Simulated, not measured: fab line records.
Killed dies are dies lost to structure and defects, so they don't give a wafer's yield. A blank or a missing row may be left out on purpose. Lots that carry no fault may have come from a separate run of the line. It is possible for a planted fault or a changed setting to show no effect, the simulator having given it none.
fab line records	flow sky130	part 1 of 2: steps 1 to 28 of 37
record lots=5	wafers=15	lastDay=50
route steps=708 shown LOCAL_INTERCONNECT@395 CONTACT@406
lots that met no fault: taken from a fault-free run of the same line
startH: start of the lot's first displayed wafer, in hours after the record's first day	waitH: time in hours since the lot's previous step	" same as the row above	L1.1+2: a row that stands for several wafers	- no value, or no start given	* or withheld: withheld	< > ~ a bound
route shown NAME@n: names a module that has steps shown in the file, with the first one's number in the route	usual: mean and standard deviation over wafers with no fault	same: alike in all rows	chamber/n: place in a boat	sites: readings site by site	_std_site: standard deviation of those values	_edge_site: outer sites' mean less inner sites'	radiusMm: how far each site lies from the wafer's centre	mask NAME#n: copy n	behind: the last tool/chamber to shape the wafer	hold: the reason the lot was held/the length of the hold in hours/how it ended	device: transistor that didn't switch, given as n, p or np	end of line: the tests these same wafers got at the end of their route	a step with no rows: only its recipe	killed: dies that structure and defects cost at the first sort, which is not the same as the wafer's yield	map: shows each die of a wafer: x if killed, . if not, _ if none is there
set.NAME: setting as actually run; set.NAME@STEP: the setting as run at that earlier step	model.NAME: the simulator's own value behind a step, which no gauge read
a table for each step, a row for each wafer; lots at some steps of the route
services: from which hour (startH, from the record's first day; less than 0 if before it) a tool's chamber was out of use, for how many hours, and why
## steps
# step SKY_LOCAL_INTERCONNECT_EXPOSE_08
# recipe maskId=LI1M	na=0.8	sourceShape=annular	sigmaInner=0.55	sigmaOuter=0.85	targetCdNm=170	doseMj=28
# usual reticleTempC=23.00/0.11
# same sigmaInner=0.55
lot.wafer	tool	chamber	startH	waitH	mask	reticleTempC
L074.2	krfScanner-01	0	-	-	LI1M#0	23.02
L074.3	"	0	"	"	LI1M#0	23.24
L074.6	"	0	"	"	LI1M#0	23.21
L077.2	krfScanner-02	0	-	-	LI1M#0	22.94
L077.4	"	0	"	"	LI1M#0	22.83
L077.6	"	0	"	"	LI1M#0	22.84
L083.1	krfScanner-02	0	-	-	LI1M#0	23.18
L083.2	"	0	"	"	LI1M#0	23.02
L083.4	"	0	"	"	LI1M#0	23.10
L095.2	krfScanner-02	0	-	-	LI1M#0	23.04
L095.3	"	0	"	"	LI1M#0	22.99
L095.6	"	0	"	"	LI1M#0	23.08
L097.2	krfScanner-01	0	-	-	LI1M#0	22.82
L097.4	"	0	"	"	LI1M#0	22.84
L097.5	"	0	"	"	LI1M#0	22.86
# step SKY_LOCAL_INTERCONNECT_PEB_09
# recipe pebTempC=withheld	pebTimeS=withheld	resist=KrF-thick
lot.wafer	tool	chamber	startH	waitH
L074.2+3+6	lithoTrack-02	0	-	-
L077.2+4+6	lithoTrack-02	0	-	-
L083.1+2+4	lithoTrack-02	0	-	-
L095.2+3+6	lithoTrack-01	0	-	-
L097.2+4+5	lithoTrack-03	0	-	-
# step SKY_LOCAL_INTERCONNECT_DEVELOP_10
# recipe developTimeS=60	resist=KrF-thick	devTempC=21
# same developTimeS=60
lot.wafer	tool	chamber	startH	waitH
L074.2+3+6	lithoTrack-02	0	-	-
L077.2+4+6	lithoTrack-02	0	-	-
L083.1+2+4	lithoTrack-02	0	-	-
L095.2+3+6	lithoTrack-01	0	-	-
L097.2+4+5	lithoTrack-03	0	-	-
# step SKY_LOCAL_INTERCONNECT_CD_MEAS_11
# recipe targetCdNm=170
# usual cdNm=170.2/1.6
lot.wafer	tool	chamber	startH	waitH	cdNm
L074.2	cdSem-01	-	703.38	-	173.2
L074.3	"	-	"	"	172.2
L074.6	"	-	"	"	172.8
L077.2	cdSem-02	-	737.58	-	169.7
L077.4	"	-	"	"	168.9
L077.6	"	-	"	"	170.0
L083.1	cdSem-02	-	775.76	-	169.6
L083.2	"	-	"	"	170.3
L083.4	"	-	"	"	169.7
L095.2	cdSem-02	-	859.10	-	168.9
L095.3	"	-	"	"	167.4
L095.6	"	-	"	"	168.3
L097.2	cdSem-02	-	872.01	-	171.5
L097.4	"	-	"	"	172.9
L097.5	"	-	"	"	172.4
# step SKY_LOCAL_INTERCONNECT_OVL_MEAS_12
# usual LOCAL_INTERCONNECT_OVL=-3/5.8
lot.wafer	tool	chamber	startH	waitH	LOCAL_INTERCONNECT_OVL[nm]
L074.2	overlay-02	-	703.49	0.1	-6
L074.3	"	-	"	"	-2
L074.6	"	-	"	"	-5
L077.2	overlay-01	-	737.69	0.1	9
L077.4	"	-	"	"	8
L077.6	"	-	"	"	11
L083.1	overlay-01	-	775.88	0.1	-3
L083.2	"	-	"	"	-5
L083.4	"	-	"	"	-4
L095.2	overlay-02	-	859.20	0.1	1
L095.3	"	-	"	"	-3
L095.6	"	-	"	"	3
L097.2	overlay-01	-	872.11	0.1	-13
L097.4	"	-	"	"	-20
L097.5	"	-	"	"	-14
# step SKY_LOCAL_INTERCONNECT_ETCH_13
# recipe chemistry=N2/H2	target=BARC	ionEnergyEv=200	biasW=100	pressureMtorr=30	n2FlowSccm=100	h2FlowSccm=200	icpW=500	stopOn=SiO2	timeS=45.9	targetDepthA=600
# usual drypumpMotorCurrentA=5.7/0.63	oesProductAu=0.854/0.0044	throttleValvePct=13.225/0.0092
lot.wafer	tool	chamber	startH	waitH	drypumpMotorCurrentA	oesProductAu	rfHoursCounterH	throttleValvePct
L074.2	rieMetal-03	1	703.52	0.0	6.1	0.857	6	13.224
L074.3	"	1	"	"	6.1	0.858	-	13.237
L074.6	"	0	"	"	6.4	0.854	-	13.232
L077.2	rieMetal-02	0	737.72	0.0	5.3	0.842	7	13.220
L077.4	"	0	"	"	5.3	0.845	-	13.241
L077.6	"	1	"	"	6.4	0.855	-	13.217
L083.1	rieMetal-04	1	775.92	0.0	5.9	0.853	5	13.213
L083.2	"	0	"	"	4.7	0.852	3	13.215
L083.4	"	1	"	"	5.9	0.853	-	13.227
L095.2	rieMetal-02	0	859.23	0.0	5.4	0.856	11	13.221
L095.3	"	1	"	"	6.4	0.851	-	13.223
L095.6	"	0	"	"	5.3	0.849	-	13.203
L097.2	rieMetal-04	0	872.14	0.0	4.7	0.854	7	13.220
L097.4	"	0	"	"	4.6	0.853	-	13.236
L097.5	"	0	"	"	4.7	0.858	-	13.226
# step SKY_LOCAL_INTERCONNECT_METAL_ETCH_14
# recipe targetDepthNm=110	stopOn=PSG	chemistry=Cl2/BCl3	target=TiN	resistSidewallDeg=88	pressureMtorr=10	icpW=900	biasW=48.5	Cl2_flow_sccm=60	bcl3FlowSccm=30	timeS=31.4
# usual drypumpMotorCurrentA=5.7/0.63	mfcCl2Sccm=59.98/0.19	oesProductAu=0.940/0.0068	throttleValvePct=21.903/0.0096
lot.wafer	tool	chamber	startH	waitH	drypumpMotorCurrentA	mfcCl2Sccm	oesProductAu	rfHoursCounterH	throttleValvePct
L074.2	rieMetal-03	1	703.58	0.0	6.1	60.07	0.933	6	21.897
L074.3	"	1	"	"	6.1	59.97	0.934	-	21.917
L074.6	"	0	"	"	6.4	59.93	0.927	-	21.905
L077.2	rieMetal-02	0	737.78	0.0	5.3	59.88	0.936	7	21.923
L077.4	"	0	"	"	5.3	60.13	0.934	-	21.894
L077.6	"	1	"	"	6.4	59.93	0.931	-	21.891
L083.1	rieMetal-04	1	775.98	0.0	5.9	59.97	0.946	5	21.913
L083.2	"	0	"	"	4.6	60.20	0.946	3	21.889
L083.4	"	1	"	"	5.9	60.37	0.946	-	21.919
L095.2	rieMetal-02	0	859.30	0.0	5.3	59.98	0.933	11	21.910
L095.3	"	1	"	"	6.4	59.93	0.939	-	21.902
L095.6	"	0	"	"	5.3	59.95	0.951	-	21.894
L097.2	rieMetal-04	0	872.21	0.0	4.7	60.06	0.941	7	21.915
L097.4	"	0	"	"	4.6	60.13	0.945	-	21.914
L097.5	"	0	"	"	4.7	60.16	0.936	-	21.892
# step SKY_LOCAL_INTERCONNECT_STRIP_15
# recipe chemistry=O2/N2	powerW=1400	pressureMtorr=1500	platenTempC=withheld	o2FlowSccm=3000	n2FlowSccm=300	overashFraction=0.5
# usual drypumpMotorCurrentA=5.8/0.48	oesProductAu=0.428/0.0046	stripTimeToEndpointS=4.718/0.021
lot.wafer	tool	chamber	startH	waitH	drypumpMotorCurrentA	oesProductAu	rfHoursCounterH	stripTimeToEndpointS
L074.2	plasmaAsher-02	1	703.63	0.0	5.4	0.438	28	4.738
L074.3	"	0	"	"	6.3	0.432	-	4.744
L074.6	"	0	"	"	6.3	0.424	-	4.726
L077.2	plasmaAsher-03	0	737.83	0.0	5.4	0.420	58	4.727
L077.4	"	0	"	"	5.4	0.422	-	4.725
L077.6	"	1	"	"	6.6	0.419	-	4.721
L083.1	plasmaAsher-04	1	776.03	0.0	5.8	0.427	97	4.757
L083.2	"	0	"	"	5.3	0.428	97	4.741
L083.4	"	1	"	"	5.8	0.428	-	4.733
L095.2	plasmaAsher-04	1	859.35	0.0	5.8	0.429	106	4.698
L095.3	"	1	"	"	5.8	0.433	-	4.708
L095.6	"	1	"	"	5.8	0.425	-	4.701
L097.2	plasmaAsher-03	0	872.26	0.0	5.4	0.425	71	4.748
L097.4	"	0	"	"	5.4	0.435	-	4.732
L097.5	"	0	"	"	5.4	0.426	-	4.734
# step SKY_LOCAL_INTERCONNECT_STRIP_16
# recipe chemistry=postEtchResidueRemover	timeS=1200	tempC=72.5
# usual tempC=72.50/0.12
lot.wafer	tool	chamber	startH	waitH	tempC
L074.2	wetBench-03	1	703.73	0.1	72.60
L074.3	"	1	"	"	72.57
L074.6	"	1	"	"	72.59
L077.2	wetBench-02	1	737.93	0.1	72.66
L077.4	"	1	"	"	72.47
L077.6	"	1	"	"	72.48
L083.1	wetBench-02	2	776.13	0.1	72.67
L083.2	"	2	"	"	72.49
L083.4	"	2	"	"	72.62
L095.2	wetBench-02	2	859.45	0.1	72.57
L095.3	"	2	"	"	72.40
L095.6	"	2	"	"	72.50
L097.2	wetBench-01	0	872.36	0.1	72.25
L097.4	"	0	"	"	72.57
L097.5	"	0	"	"	72.42
# step SKY_LOCAL_INTERCONNECT_CLEAN_17
# recipe chemistry=IPA	timeS=180	tempC=25
# usual tempC=25.01/0.11
lot.wafer	tool	chamber	startH	waitH	tempC
L074.2	wetBench-01	3	704.10	0.0	25.24
L074.3	"	3	"	"	25.10
L074.6	"	3	"	"	25.05
L077.2	wetBench-03	1	738.34	0.0	24.92
L077.4	"	1	"	"	25.14
L077.6	"	1	"	"	24.95
L083.1	wetBench-03	2	776.47	0.0	24.85
L083.2	"	2	"	"	24.97
L083.4	"	2	"	"	24.85
L095.2	wetBench-01	1	859.82	0.0	25.01
L095.3	"	1	"	"	24.97
L095.6	"	1	"	"	24.99
L097.2	wetBench-03	3	872.70	0.0	25.11
L097.4	"	3	"	"	25.09
L097.5	"	3	"	"	25.03
# step SKY_LOCAL_INTERCONNECT_CLEAN_18
# recipe chemistry=O3/DIW	dry=n2Spin
lot.wafer	tool	chamber	startH	waitH
L074.2+3+6	wetBench-02	2	704.16	0.0
L077.2+4+6	wetBench-02	1	738.40	0.0
L083.1+2+4	wetBench-02	2	776.53	0.0
L095.2+3+6	wetBench-03	1	859.88	0.0
L097.2+4+5	wetBench-02	1	872.76	0.0
# step SKY_CONTACT_CVD_00
# recipe material=Si3N4	targetThkNm=75	tempC=400	timeS=withheld	rfW=450
# usual heaterPowerW=662/110
lot.wafer	tool	chamber	startH	waitH	heaterPowerW
L074.2	pecvd-01	2	704.25	0.0	661
L074.3	"	1	"	"	638
L074.6	"	2	"	"	665
L077.2	pecvd-01	1	738.51	0.0	599
L077.4	"	0	"	"	629
L077.6	"	2	"	"	637
L083.1	pecvd-01	2	776.62	0.0	605
L083.2	"	1	"	"	588
L083.4	"	0	"	"	617
L095.2	pecvd-01	1	859.97	0.0	556
L095.3	"	2	"	"	606
L095.6	"	2	"	"	613
L097.2	pecvd-01	0	872.86	0.0	577
L097.4	"	2	"	"	739
L097.5	"	0	"	"	561
# step SKY_CONTACT_THK_MEAS_01
# recipe reads=Si3N4_of_CONTACT_CVD_00
# usual CONTACT_CVD_00_THK=75.1/0.99
lot.wafer	tool	chamber	startH	waitH	CONTACT_CVD_00_THK[nm]
L074.2	filmMetro-02	-	704.31	-	73.9
L074.3	"	-	"	"	74.8
L074.6	"	-	"	"	75.5
L077.2	filmMetro-03	-	738.55	-	73.7
L077.4	"	-	"	"	75.5
L077.6	"	-	"	"	75.0
L083.1	filmMetro-03	-	776.66	-	74.9
L083.2	"	-	"	"	75.8
L083.4	"	-	"	"	76.2
L095.2	filmMetro-02	-	860.01	-	73.8
L095.3	"	-	"	"	74.9
L095.6	"	-	"	"	75.3
L097.2	filmMetro-03	-	872.90	-	74.4
L097.4	"	-	"	"	75.3
L097.5	"	-	"	"	77.0
# step SKY_CONTACT_HDPCVD_02
# recipe material=SiO2	targetThkNm=565	sigmaOpenFrac=0.3	timeS=94.2	tempC=600	sih4FlowSccm=60	pressureMtorr=6
# usual pressureMtorr=5.999/0.012
lot.wafer	tool	chamber	startH	waitH	pressureMtorr
L074.2	hdpcvd-02	1	704.36	0.0	6.001
L074.3	"	0	"	"	5.983
L074.6	"	1	"	"	5.992
L077.2	hdpcvd-02	2	738.60	0.0	6.020
L077.4	"	2	"	"	5.996
L077.6	"	1	"	"	6.006
L083.1	hdpcvd-02	1	776.72	0.1	5.994
L083.2	"	0	"	"	5.999
L083.4	"	0	"	"	5.991
L095.2	hdpcvd-02	1	860.06	0.0	6.002
L095.3	"	0	"	"	6.001
L095.6	"	1	"	"	5.996
L097.2	hdpcvd-01	1	872.95	0.0	6.021
L097.4	"	1	"	"	6.022
L097.5	"	2	"	"	5.977
# step SKY_CONTACT_THK_MEAS_03
# recipe reads=SiO2_of_CONTACT_HDPCVD_02
# usual CONTACT_HDPCVD_THK=563/5.1
lot.wafer	tool	chamber	startH	waitH	CONTACT_HDPCVD_THK[nm]
L074.2	filmMetro-03	-	704.44	0.0	556
L074.3	"	-	"	"	558
L074.6	"	-	"	"	554
L077.2	filmMetro-01	-	738.68	0.0	571
L077.4	"	-	"	"	564
L077.6	"	-	"	"	560
L083.1	filmMetro-01	-	776.79	0.0	565
L083.2	"	-	"	"	562
L083.4	"	-	"	"	562
L095.2	filmMetro-01	-	860.14	0.0	568
L095.3	"	-	"	"	563
L095.6	"	-	"	"	559
L097.2	filmMetro-02	-	873.03	0.0	563
L097.4	"	-	"	"	571
L097.5	"	-	"	"	561
# step SKY_CONTACT_CMP_04
# recipe material=SiO2	downForcePsi=4	platenRpm=60	padVelocityMS=0.94248
# usual motorCurrentA=12.1/1.7	platenRpm=60.00/0.037	timeToEndpointS=81/3.8
lot.wafer	tool	chamber	startH	waitH	motorCurrentA	platenRpm	timeToEndpointS
L074.2	cmp-01	2	704.59	0.1	12.0	59.99	83
L074.3	"	3	"	"	14.4	60.07	85
L074.6	"	0	"	"	10.4	60.02	79
L077.2	cmp-02	1	738.78	0.1	12.6	60.00	85
L077.4	"	2	"	"	15.0	60.02	84
L077.6	"	0	"	"	11.3	60.01	82
L083.1	cmp-02	1	776.85	0.1	12.7	59.97	78
L083.2	"	2	"	"	14.1	60.04	85
L083.4	"	3	"	"	10.8	59.98	74
L095.3	cmp-01	0	860.24	0.1	10.5	59.99	82
L095.2	"	1	"	"	12.1	60.07	89
L095.6	"	3	"	"	15.4	60.00	84
L097.4	cmp-01	1	873.08	0.0	12.4	60.00	83
L097.2	"	3	"	"	14.6	59.98	80
L097.5	"	2	"	"	11.9	60.02	80
# step SKY_CONTACT_BOW_MEAS_05
# recipe mode=bow
# usual CONTACT_BOW=82/7
lot.wafer	tool	chamber	startH	waitH	CONTACT_BOW[um]
L074.2	filmMetro-02	-	704.81	0.2	83
L074.3	"	-	"	"	79
L074.6	"	-	"	"	91
L077.2	filmMetro-03	-	739.05	0.2	82
L077.4	"	-	"	"	85
L077.6	"	-	"	"	87
L083.1	filmMetro-02	-	777.15	0.2	82
L083.2	"	-	"	"	84
L083.4	"	-	"	"	71
L095.2	filmMetro-01	-	860.51	0.2	70
L095.3	"	-	"	"	81
L095.6	"	-	"	"	68
L097.2	filmMetro-03	-	873.40	0.2	84
L097.4	"	-	"	"	96
L097.5	"	-	"	"	83
# step SKY_CONTACT_DEHYDRATE_06
# recipe tempC=200	timeS=60
lot.wafer	tool	chamber	startH	waitH
L074.2+3+6	lithoTrack-04	0	717.85	13.0
L077.2+4+6	lithoTrack-03	0	752.26	13.2
L083.1+2+4	lithoTrack-03	0	789.74	12.6
L095.2+3+6	lithoTrack-03	0	872.81	12.3
L097.2+4+5	lithoTrack-02	0	885.64	12.2
# step SKY_CONTACT_HMDS_07
# recipe primeTimeS=60	primeTempC=120
lot.wafer	tool	chamber	startH	waitH
L074.2+3+6	lithoTrack-04	0	718.00	0.1
L077.2+4+6	lithoTrack-03	0	752.41	0.1
L083.1+2+4	lithoTrack-03	0	789.89	0.1
L095.2+3+6	lithoTrack-03	0	872.96	0.1
L097.2+4+5	lithoTrack-02	0	885.79	0.1
# step SKY_CONTACT_COAT_08
# recipe resist=BARC	tempC=withheld	timeS=withheld	spinRpm=3000	resistThkNm=60
lot.wafer	tool	chamber	startH	waitH
L074.2+3+6	lithoTrack-04	0	718.15	0.1
L077.2+4+6	lithoTrack-03	0	752.56	0.1
L083.1+2+4	lithoTrack-03	0	790.04	0.1
L095.2+3+6	lithoTrack-03	0	873.11	0.1
L097.2+4+5	lithoTrack-02	0	885.94	0.1
# step SKY_CONTACT_COAT_09
# recipe resist=KrF-thick	spinRpm=3000	resistThkNm=450
lot.wafer	tool	chamber	startH	waitH
L074.2+3+6	lithoTrack-04	0	-	-
L077.2+4+6	lithoTrack-03	0	-	-
L083.1+2+4	lithoTrack-03	0	-	-
L095.2+3+6	lithoTrack-03	0	-	-
L097.2+4+5	lithoTrack-02	0	-	-
# step SKY_CONTACT_SOFTBAKE_10
# recipe tempC=100	timeS=90	resist=KrF-thick
lot.wafer	tool	chamber	startH	waitH
L074.2+3+6	lithoTrack-04	0	-	-
L077.2+4+6	lithoTrack-03	0	-	-
L083.1+2+4	lithoTrack-03	0	-	-
L095.2+3+6	lithoTrack-03	0	-	-
L097.2+4+5	lithoTrack-02	0	-	-
# step SKY_CONTACT_EXPOSE_11
# recipe maskId=CTM1	na=0.8	sourceShape=annular	sigmaInner=0.55	sigmaOuter=0.85	targetCdNm=170	doseMj=38
# usual reticleTempC=23.01/0.11
# same sigmaInner=0.55
lot.wafer	tool	chamber	startH	waitH	mask	reticleTempC
L074.2	krfScanner-01	0	-	-	CTM1#0	22.86
L074.3	"	0	"	"	CTM1#0	22.91
L074.6	"	0	"	"	CTM1#0	22.81
L077.2	krfScanner-01	0	-	-	CTM1#0	22.95
L077.4	"	0	"	"	CTM1#0	22.90
L077.6	"	0	"	"	CTM1#0	22.86
L083.1	krfScanner-02	0	-	-	CTM1#0	23.13
L083.2	"	0	"	"	CTM1#0	23.07
L083.4	"	0	"	"	CTM1#0	23.00
L095.2	krfScanner-02	0	-	-	CTM1#0	22.93
L095.3	"	0	"	"	CTM1#0	23.07
L095.6	"	0	"	"	CTM1#0	23.02
L097.2	krfScanner-02	0	-	-	CTM1#0	23.11
L097.4	"	0	"	"	CTM1#0	23.23
L097.5	"	0	"	"	CTM1#0	23.11
# step SKY_CONTACT_PEB_12
# recipe pebTempC=withheld	pebTimeS=withheld	resist=KrF-thick
lot.wafer	tool	chamber	startH	waitH
L074.2+3+6	lithoTrack-03	0	-	-
L077.2+4+6	lithoTrack-02	0	-	-
L083.1+2+4	lithoTrack-02	0	-	-
L095.2+3+6	lithoTrack-03	0	-	-
L097.2+4+5	lithoTrack-03	0	-	-
# step SKY_CONTACT_DEVELOP_13
# recipe developTimeS=60	resist=KrF-thick	devTempC=21
# same developTimeS=60
lot.wafer	tool	chamber	startH	waitH
L074.2+3+6	lithoTrack-03	0	-	-
L077.2+4+6	lithoTrack-02	0	-	-
L083.1+2+4	lithoTrack-02	0	-	-
L095.2+3+6	lithoTrack-03	0	-	-
L097.2+4+5	lithoTrack-03	0	-	-
# step SKY_CONTACT_CD_MEAS_14
# recipe targetCdNm=170
# usual cdNm=170.1/1.7
lot.wafer	tool	chamber	startH	waitH	cdNm
L074.2	cdSem-02	-	732.61	-	167.6
L074.3	"	-	"	"	168.1
L074.6	"	-	"	"	167.1
L077.2	cdSem-02	-	765.88	-	169.6
L077.4	"	-	"	"	169.8
L077.6	"	-	"	"	170.7
L083.1	cdSem-02	-	803.33	-	173.4
L083.2	"	-	"	"	172.0
L083.4	"	-	"	"	174.3
L095.2	cdSem-02	-	886.31	-	169.6
L095.3	"	-	"	"	170.6
L095.6	"	-	"	"	168.7
L097.2	cdSem-02	-	899.21	-	171.2
L097.4	"	-	"	"	172.4
L097.5	"	-	"	"	170.2
# step SKY_CONTACT_OVL_MEAS_15
# usual CONTACT_OVL=1/5.1
lot.wafer	tool	chamber	startH	waitH	CONTACT_OVL[nm]
L074.2	overlay-02	-	732.71	0.1	3
L074.3	"	-	"	"	13
L074.6	"	-	"	"	6
L077.2	overlay-02	-	765.99	0.1	6
L077.4	"	-	"	"	3
L077.6	"	-	"	"	1
L083.1	overlay-02	-	803.45	0.1	7
L083.2	"	-	"	"	5
L083.4	"	-	"	"	10
L095.2	overlay-02	-	886.41	0.1	-1
L095.3	"	-	"	"	3
L095.6	"	-	"	"	2
L097.2	overlay-01	-	899.32	0.1	2
L097.4	"	-	"	"	4
L097.5	"	-	"	"	3
# step SKY_CONTACT_ETCH_16
# recipe chemistry=N2/H2	target=BARC	ionEnergyEv=200	sourceW=500	biasW=100	pressureMtorr=30	n2FlowSccm=100	h2FlowSccm=200	stopOn=SiO2	timeS=45.9	targetDepthA=600
# usual drypumpMotorCurrentA=5.6/0.42	oesProductAu=0.855/0.0053	throttleValvePct=13.225/0.0096
lot.wafer	tool	chamber	startH	waitH	drypumpMotorCurrentA	oesProductAu	rfHoursCounterH	throttleValvePct
L074.2	rieDiel-03	1	732.74	0.0	6.3	0.854	1	13.217
L074.3	"	3	"	"	5.5	0.859	38	13.230
L074.6	"	1	"	"	6.3	0.857	-	13.226
L077.2	rieDiel-03	3	766.02	0.0	5.6	0.846	39	13.214
L077.4	"	3	"	"	5.5	0.856	-	13.248
L077.6	"	0	"	"	5.4	0.861	-	13.233
L083.1	rieDiel-02	2	803.49	0.0	5.3	0.851	3	13.213
L083.2	"	1	"	"	6.2	0.855	2	13.224
L083.4	"	3	"	"	5.9	0.843	19	13.229
L095.2	rieDiel-02	0	886.44	0.0	5.5	0.858	7	13.216
L095.3	"	2	"	"	5.3	0.852	5	13.203
L095.6	"	0	"	"	5.5	0.850	-	13.227
L097.2	rieDiel-04	1	899.35	0.0	5.4	0.863	6	13.233
L097.4	"	3	"	"	6.3	0.848	-	13.236
L097.5	"	1	"	"	5.4	0.853	-	13.228
